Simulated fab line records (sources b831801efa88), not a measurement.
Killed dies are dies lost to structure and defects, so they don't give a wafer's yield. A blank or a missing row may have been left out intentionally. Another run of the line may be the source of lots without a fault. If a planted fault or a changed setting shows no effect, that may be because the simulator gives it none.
Which tool is to blame? / flow sky130 / 39 wafers from 13 lots sampled at 6 of the route's 708 steps

## WHAT EACH GAUGE READ, for each wafer
SKY_PWDE_OVL_MEAS_07.
lot=L431; measured=day 4 10:11; on=overlay-02; PWDE_OVL (nm)=-0.7 -0.8 -0.4
lot=L432; measured=day 4 17:35; on=overlay-01; PWDE_OVL (nm)=-1.3 -3.1 -2.1
lot=L434; measured=day 5 02:25; on=overlay-02; PWDE_OVL (nm)=0.5 2.1 0.5
lot=L435; measured=day 5 07:02; on=overlay-02; PWDE_OVL (nm)=-2.1 -2.4 -0.9
lot=L436; measured=day 5 13:32; on=overlay-01; PWDE_OVL (nm)=1.9 0.9 -1.3
lot=L437; measured=day 5 19:20; on=overlay-02; PWDE_OVL (nm)=-0.3 -1.7 -0.1
lot=L438; measured=day 6 03:37; on=overlay-02; PWDE_OVL (nm)=0.0 0.5 0.0
lot=L441; measured=day 6 15:19; on=overlay-02; PWDE_OVL (nm)=-1.3 -1.2 -0.7
lot=L442; measured=day 6 21:32; on=overlay-01; PWDE_OVL (nm)=-1.2 -0.4 -0.2
lot=L445; measured=day 7 13:37; on=overlay-02; PWDE_OVL (nm)=0.0 0.2 -0.8
lot=L449; measured=day 8 12:23; on=overlay-01; PWDE_OVL (nm)=-1.0 -0.7 -1.6
lot=L450; measured=day 8 19:31; on=overlay-01; PWDE_OVL (nm)=1.2 -0.2 -0.4
lot=L452; measured=day 9 02:43; on=overlay-02; PWDE_OVL (nm)=0.8 -1.2 1.5

SKY_PWDE_TW_MEAS_10.
lot=L431; measured=day 4 10:29; on=filmMetro-01; PWDE_TW=375.2 375.4 373.8
lot=L432; measured=day 4 17:52; on=filmMetro-04; PWDE_TW=375.5 372.3 374.4
lot=L434; measured=day 5 02:43; on=filmMetro-04; PWDE_TW=372.1 370.2 371.3
lot=L435; measured=day 5 07:19; on=filmMetro-04; PWDE_TW=370.5 371.3 369.8
lot=L436; measured=day 5 13:50; on=filmMetro-04; PWDE_TW=370.6 370.1 369.9
lot=L437; measured=day 5 19:38; on=filmMetro-04; PWDE_TW=370.1 373.6 372.2
lot=L438; measured=day 6 03:55; on=filmMetro-03; PWDE_TW=370.2 370.5 369.4
lot=L441; measured=day 6 15:37; on=filmMetro-03; PWDE_TW=370.2 370.1 369.9
lot=L442; measured=day 6 21:49; on=filmMetro-03; PWDE_TW=370.5 370.4 369.5
lot=L445; measured=day 7 13:55; on=filmMetro-03; PWDE_TW=369.6 368.4 368.2
lot=L449; measured=day 8 12:40; on=filmMetro-04; PWDE_TW=371.8 372.8 372.6
lot=L450; measured=day 8 19:48; on=filmMetro-04; PWDE_TW=370.4 371.5 370.1
lot=L452; measured=day 9 03:00; on=filmMetro-01; PWDE_TW=374.6 373.7 376.7

SKY_NWELL_TW_MEAS_15.
lot=L431; measured=day 5 04:32; on=filmMetro-03; NWELL_TW=1793 1790 1789
lot=L432; measured=day 5 12:41; on=filmMetro-01; NWELL_TW=1825 1822 1818
lot=L434; measured=day 5 21:14; on=filmMetro-01; NWELL_TW=1818 1822 1820
lot=L435; measured=day 6 01:35; on=filmMetro-04; NWELL_TW=1818 1813 1812
lot=L436; measured=day 6 08:59; on=filmMetro-01; NWELL_TW=1824 1841 1828
lot=L437; measured=day 6 14:58; on=filmMetro-03; NWELL_TW=1802 1807 1805
lot=L438; measured=day 7 00:04; on=filmMetro-03; NWELL_TW=1799 1807 1791
lot=L441; measured=day 7 11:14; on=filmMetro-04; NWELL_TW=1827 1815 1822
lot=L442; measured=day 7 17:56; on=filmMetro-01; NWELL_TW=1828 1833 1832
lot=L445; measured=day 8 10:35; on=filmMetro-01; NWELL_TW=1662 1655 1666 1654 1665 1663
lot=L449; measured=day 9 10:10; on=filmMetro-03; NWELL_TW=1790 1795 1792
lot=L450; measured=day 9 17:45; on=filmMetro-01; NWELL_TW=1816 1809 1816
lot=L452; measured=day 10 01:43; on=filmMetro-04; NWELL_TW=1814 1821 1809

SKY_VT_ADJUST_LVTN_OVL_MEAS_07.
lot=L431; measured=day 7 14:02; on=overlay-02; VT_ADJUST_LVTN_OVL (nm)=-0.3 -1.3 0.4
lot=L432; measured=day 7 23:15; on=overlay-01; VT_ADJUST_LVTN_OVL (nm)=-0.6 0.9 3.1
lot=L434; measured=day 8 08:50; on=overlay-01; VT_ADJUST_LVTN_OVL (nm)=2.8 0.9 1.6
lot=L435; measured=day 8 14:14; on=overlay-02; VT_ADJUST_LVTN_OVL (nm)=0.0 -0.2 0.1
lot=L436; measured=day 8 21:23; on=overlay-01; VT_ADJUST_LVTN_OVL (nm)=2.5 1.1 1.4
lot=L437; measured=day 9 04:11; on=overlay-01; VT_ADJUST_LVTN_OVL (nm)=-1.8 -0.6 -1.0
lot=L438; measured=day 9 14:26; on=overlay-02; VT_ADJUST_LVTN_OVL (nm)=0.4 -1.0 -1.0
lot=L441; measured=day 10 03:26; on=overlay-02; VT_ADJUST_LVTN_OVL (nm)=-2.0 -1.4 -2.3
lot=L442; measured=day 10 10:08; on=overlay-02; VT_ADJUST_LVTN_OVL (nm)=-0.3 -1.1 1.0
lot=L445; measured=day 11 05:05; on=overlay-01; VT_ADJUST_LVTN_OVL (nm)=0.7 2.0 2.0
lot=L449; measured=day 12 08:20; on=overlay-01; VT_ADJUST_LVTN_OVL (nm)=2.4 0.9 0.5
lot=L450; measured=day 12 15:52; on=overlay-01; VT_ADJUST_LVTN_OVL (nm)=-0.5 -1.1 1.2
lot=L452; measured=day 13 01:28; on=overlay-02; VT_ADJUST_LVTN_OVL (nm)=-2.7 -1.1 -2.2

## WHAT TOOL EACH LOT RAN ON (gives the tool, then ch and the chambers of the sampled wafers, and finally the start)
lot=L431; SKY_PWDE_STRIP_09=plasmaAsher-04 ch 0,1, day 4 10:24; SKY_NWELL_STRIP_14=plasmaAsher-02 ch 0,1, day 5 04:27
lot=L432; SKY_PWDE_STRIP_09=plasmaAsher-01 ch 0,1, day 4 17:47; SKY_NWELL_STRIP_14=plasmaAsher-02 ch 0,1, day 5 12:36
lot=L434; SKY_PWDE_STRIP_09=plasmaAsher-04 ch 0,1, day 5 02:37; SKY_NWELL_STRIP_14=plasmaAsher-02 ch 0,1, day 5 21:08
lot=L435; SKY_PWDE_STRIP_09=plasmaAsher-01 ch 0,1, day 5 07:13; SKY_NWELL_STRIP_14=plasmaAsher-03 ch 0,1, day 6 01:28
lot=L436; SKY_PWDE_STRIP_09=plasmaAsher-02 ch 1, day 5 13:43; SKY_NWELL_STRIP_14=plasmaAsher-02 ch 0,1, day 6 08:52
lot=L437; SKY_PWDE_STRIP_09=plasmaAsher-02 ch 0,1, day 5 19:31; SKY_NWELL_STRIP_14=plasmaAsher-01 ch 0,1, day 6 14:51
lot=L438; SKY_PWDE_STRIP_09=plasmaAsher-04 ch 0,1, day 6 03:48; SKY_NWELL_STRIP_14=plasmaAsher-01 ch 0,1, day 6 23:57
lot=L441; SKY_PWDE_STRIP_09=plasmaAsher-01 ch 0,1, day 6 15:30; SKY_NWELL_STRIP_14=plasmaAsher-02 ch 0,1, day 7 11:07
lot=L442; SKY_PWDE_STRIP_09=plasmaAsher-02 ch 0,1, day 6 21:43; SKY_NWELL_STRIP_14=plasmaAsher-02 ch 0,1, day 7 17:49
lot=L445; SKY_PWDE_STRIP_09=plasmaAsher-04 ch 0,1, day 7 13:48; SKY_NWELL_STRIP_14=plasmaAsher-01 ch 0,1, day 8 10:28
lot=L449; SKY_PWDE_STRIP_09=plasmaAsher-01 ch 0,1, day 8 12:34; SKY_NWELL_STRIP_14=plasmaAsher-01 ch 0,1, day 9 10:03
lot=L450; SKY_PWDE_STRIP_09=plasmaAsher-02 ch 0,1, day 8 19:42; SKY_NWELL_STRIP_14=plasmaAsher-03 ch 0,1, day 9 17:39
lot=L452; SKY_PWDE_STRIP_09=plasmaAsher-02 ch 0,1, day 9 02:54; SKY_NWELL_STRIP_14=plasmaAsher-03 ch 0,1, day 10 01:37
- SKY_PWDE_STRIP_09: strips in O2/N2.
- SKY_NWELL_STRIP_14: strips in O2/N2.

## AS READ BY THE TOOLS THEMSELVES (means over the sampled wafers that have a number; for cases with no such wafer, the mark the record gives instead)
SKY_PWDE_STRIP_09.
lot=L431; tool=plasmaAsher-04; drypumpMotorCurrentA (A)=5.59; n2FlowSccm (sccm)=299.6; oesProductAu (a.u.)=0.724; stripTimeToEndpointS (s)=36.94
lot=L432; tool=plasmaAsher-01; drypumpMotorCurrentA (A)=5.66; n2FlowSccm (sccm)=300.3; oesProductAu (a.u.)=0.723; stripTimeToEndpointS (s)=36.96
lot=L434; tool=plasmaAsher-04; drypumpMotorCurrentA (A)=5.74; n2FlowSccm (sccm)=300.4; oesProductAu (a.u.)=0.724; stripTimeToEndpointS (s)=36.92
lot=L435; tool=plasmaAsher-01; drypumpMotorCurrentA (A)=5.67; n2FlowSccm (sccm)=299.9; oesProductAu (a.u.)=0.721; stripTimeToEndpointS (s)=36.74
lot=L436; tool=plasmaAsher-02; drypumpMotorCurrentA (A)=6.04; n2FlowSccm (sccm)=300.9; oesProductAu (a.u.)=0.725; stripTimeToEndpointS (s)=36.81
lot=L437; tool=plasmaAsher-02; drypumpMotorCurrentA (A)=5.83; n2FlowSccm (sccm)=300.4; oesProductAu (a.u.)=0.724; stripTimeToEndpointS (s)=37.01
lot=L438; tool=plasmaAsher-04; drypumpMotorCurrentA (A)=5.60; n2FlowSccm (sccm)=300.5; oesProductAu (a.u.)=0.726; stripTimeToEndpointS (s)=36.90
lot=L441; tool=plasmaAsher-01; drypumpMotorCurrentA (A)=5.68; n2FlowSccm (sccm)=299.9; oesProductAu (a.u.)=0.725; stripTimeToEndpointS (s)=36.76
lot=L442; tool=plasmaAsher-02; drypumpMotorCurrentA (A)=5.62; n2FlowSccm (sccm)=300.2; oesProductAu (a.u.)=0.728; stripTimeToEndpointS (s)=36.93
lot=L445; tool=plasmaAsher-04; drypumpMotorCurrentA (A)=5.74; n2FlowSccm (sccm)=300.1; oesProductAu (a.u.)=0.960; stripTimeToEndpointS (s)=-
lot=L449; tool=plasmaAsher-01; drypumpMotorCurrentA (A)=5.66; n2FlowSccm (sccm)=300.7; oesProductAu (a.u.)=0.721; stripTimeToEndpointS (s)=37.09
lot=L450; tool=plasmaAsher-02; drypumpMotorCurrentA (A)=5.61; n2FlowSccm (sccm)=299.9; oesProductAu (a.u.)=0.723; stripTimeToEndpointS (s)=36.92
lot=L452; tool=plasmaAsher-02; drypumpMotorCurrentA (A)=5.83; n2FlowSccm (sccm)=299.8; oesProductAu (a.u.)=0.722; stripTimeToEndpointS (s)=36.88

SKY_NWELL_STRIP_14.
lot=L431; tool=plasmaAsher-02; drypumpMotorCurrentA (A)=5.61; n2FlowSccm (sccm)=299.4; oesProductAu (a.u.)=0.724; stripTimeToEndpointS (s)=36.83
lot=L432; tool=plasmaAsher-02; drypumpMotorCurrentA (A)=5.62; n2FlowSccm (sccm)=299.7; oesProductAu (a.u.)=0.725; stripTimeToEndpointS (s)=36.78
lot=L434; tool=plasmaAsher-02; drypumpMotorCurrentA (A)=5.83; n2FlowSccm (sccm)=300.9; oesProductAu (a.u.)=0.723; stripTimeToEndpointS (s)=36.86
lot=L435; tool=plasmaAsher-03; drypumpMotorCurrentA (A)=5.38; n2FlowSccm (sccm)=300.2; oesProductAu (a.u.)=0.727; stripTimeToEndpointS (s)=37.07
lot=L436; tool=plasmaAsher-02; drypumpMotorCurrentA (A)=5.81; n2FlowSccm (sccm)=299.8; oesProductAu (a.u.)=0.716; stripTimeToEndpointS (s)=36.87
lot=L437; tool=plasmaAsher-01; drypumpMotorCurrentA (A)=5.62; n2FlowSccm (sccm)=300.5; oesProductAu (a.u.)=0.721; stripTimeToEndpointS (s)=36.88
lot=L438; tool=plasmaAsher-01; drypumpMotorCurrentA (A)=5.67; n2FlowSccm (sccm)=300.2; oesProductAu (a.u.)=0.728; stripTimeToEndpointS (s)=36.95
lot=L441; tool=plasmaAsher-02; drypumpMotorCurrentA (A)=5.62; n2FlowSccm (sccm)=300.5; oesProductAu (a.u.)=0.726; stripTimeToEndpointS (s)=36.79
lot=L442; tool=plasmaAsher-02; drypumpMotorCurrentA (A)=5.83; n2FlowSccm (sccm)=300.4; oesProductAu (a.u.)=0.722; stripTimeToEndpointS (s)=36.86
lot=L445; tool=plasmaAsher-01; drypumpMotorCurrentA (A)=5.66; n2FlowSccm (sccm)=299.3; oesProductAu (a.u.)=0.728; stripTimeToEndpointS (s)=46.50
lot=L449; tool=plasmaAsher-01; drypumpMotorCurrentA (A)=5.62; n2FlowSccm (sccm)=300.2; oesProductAu (a.u.)=0.724; stripTimeToEndpointS (s)=36.95
lot=L450; tool=plasmaAsher-03; drypumpMotorCurrentA (A)=5.38; n2FlowSccm (sccm)=299.2; oesProductAu (a.u.)=0.725; stripTimeToEndpointS (s)=36.99
lot=L452; tool=plasmaAsher-03; drypumpMotorCurrentA (A)=5.38; n2FlowSccm (sccm)=299.5; oesProductAu (a.u.)=0.721; stripTimeToEndpointS (s)=36.94

## THE ANSWER, worked out from the rows above alone
Rule: the lots themselves supply what counts as usual. The widest of any qualifying gaps counts: lots, ordered by their means at a reading, are off when they make up no more than a third of the lots, leave a main group of 4 or more, and stand apart from it by 3 or more times the standard deviation of that group's means. Not used: any main group whose means are identical at the precision the tables above print for the reading. Also off: a lot with no number at a reading for which 4 or more lots have one. The other lots that the step has rows for count as sound. First the gauges in route order, then the tools' own readings, where a lot's mean is used as printed above. The first step at which some lot is off is used, and at that step the reading that is off furthest; a lot without a number counts as furthest.
Off: at SKY_NWELL_TW_MEAS_15 (NWELL_TW), L445. Main group: mean 1813, sd 13.
A tool fits if, at a process step before that reading, it ran every lot that is off, and no sound lot after the first of them. The gauges at SKY_NWELL_TW_MEAS_15 aren't tried: what is off there is off at SKY_PWDE_STRIP_09 too, on other tools, and a gauge's error can't cause that. One fits: plasmaAsher-04 at SKY_PWDE_STRIP_09. Its last sound lot is L438 (day 6 03:48), its first lot that is off L445 (day 7 13:48): a fault that began between those two fits.
On the lots that are off, the tool's own readings at SKY_PWDE_STRIP_09 differ by more than 5 times the standard deviation of the sound lots' means, which bears it out; oesProductAu reads 0.960 a.u. there versus 0.724 a.u. on the sound lots.
Blank at SKY_PWDE_STRIP_09 on the lots that are off, where sound lots have numbers: stripTimeToEndpointS.

## WHAT WAS PUT IN BY THE SIMULATOR
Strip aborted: plasmaAsher-04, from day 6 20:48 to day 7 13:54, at SKY_PWDE_STRIP_09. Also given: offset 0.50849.
Struck lots among those shown: L445. The rule given above showed the same thing.
